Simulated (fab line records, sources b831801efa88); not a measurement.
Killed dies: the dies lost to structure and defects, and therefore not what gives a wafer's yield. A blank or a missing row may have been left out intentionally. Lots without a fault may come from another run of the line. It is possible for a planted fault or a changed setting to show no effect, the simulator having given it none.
The tool behind it: which one? :: flow sky130 :: at 1 step of a route of 708, 12 lots with 36 wafers sampled

== WHAT THE GAUGES READ, wafer by wafer ==
SKY_NWELL_THK_MEAS_02.
lot: L075
measured: day 3 10:12
on: film metro-04
NWELL_OXIDATION_THK (nm): 10.28 10.31 10.48

lot: L077
measured: day 3 14:17
on: film metro-02
NWELL_OXIDATION_THK (nm): 10.12 10.20 10.01

lot: L079
measured: day 3 21:04
on: film metro-04
NWELL_OXIDATION_THK (nm): 9.69 9.77 9.90

lot: L081
measured: day 4 04:11
on: film metro-03
NWELL_OXIDATION_THK (nm): 10.20 10.20 10.25

lot: L083
measured: day 4 12:31
on: film metro-04
NWELL_OXIDATION_THK (nm): 10.03 10.24 10.07

lot: L085
measured: day 4 21:58
on: film metro-04
NWELL_OXIDATION_THK (nm): 9.93 10.03 9.88

lot: L087
measured: day 5 07:32
on: film metro-03
NWELL_OXIDATION_THK (nm): 9.83 10.05 9.98

lot: L089
measured: day 5 19:56
on: film metro-04
NWELL_OXIDATION_THK (nm): 10.01 9.77 9.86

lot: L091
measured: day 6 05:37
on: film metro-04
NWELL_OXIDATION_THK (nm): 9.82 9.88 9.94

lot: L093
measured: day 6 21:17
on: film metro-02
NWELL_OXIDATION_THK (nm): 9.92 9.99 10.06

lot: L095
measured: day 7 07:25
on: film metro-02
NWELL_OXIDATION_THK (nm): 10.06 10.12 10.07

lot: L097
measured: day 7 12:49
on: film metro-04
NWELL_OXIDATION_THK (nm): 9.72 9.88 9.65

== EACH LOT AND THE TOOL THAT RAN IT (in order: tool; ch and the chambers of the sampled wafers; start) ==
Record: no process step prior to these readings.

== THE ANSWER, worked out from the rows above alone ==
Rule: what is usual is taken from the lots themselves. Put in order of their means at a reading, lots are off if they are a third of the lots or fewer, leave a main group of 4 or more, and stand apart from it by a gap of 3 or more times the standard deviation of the main group's means; of several such gaps the widest counts. A main group is skipped when, at the precision printed for the reading in the tables above, its means are all equal. Also off: a lot with no number at a reading for which 4 or more lots have one. Where the step has rows for the other lots, those lots are counted as sound.
Nothing can be told from this: no lot is off at any reading shown.

== WHAT THE SIMULATOR HAD PUT IN ==
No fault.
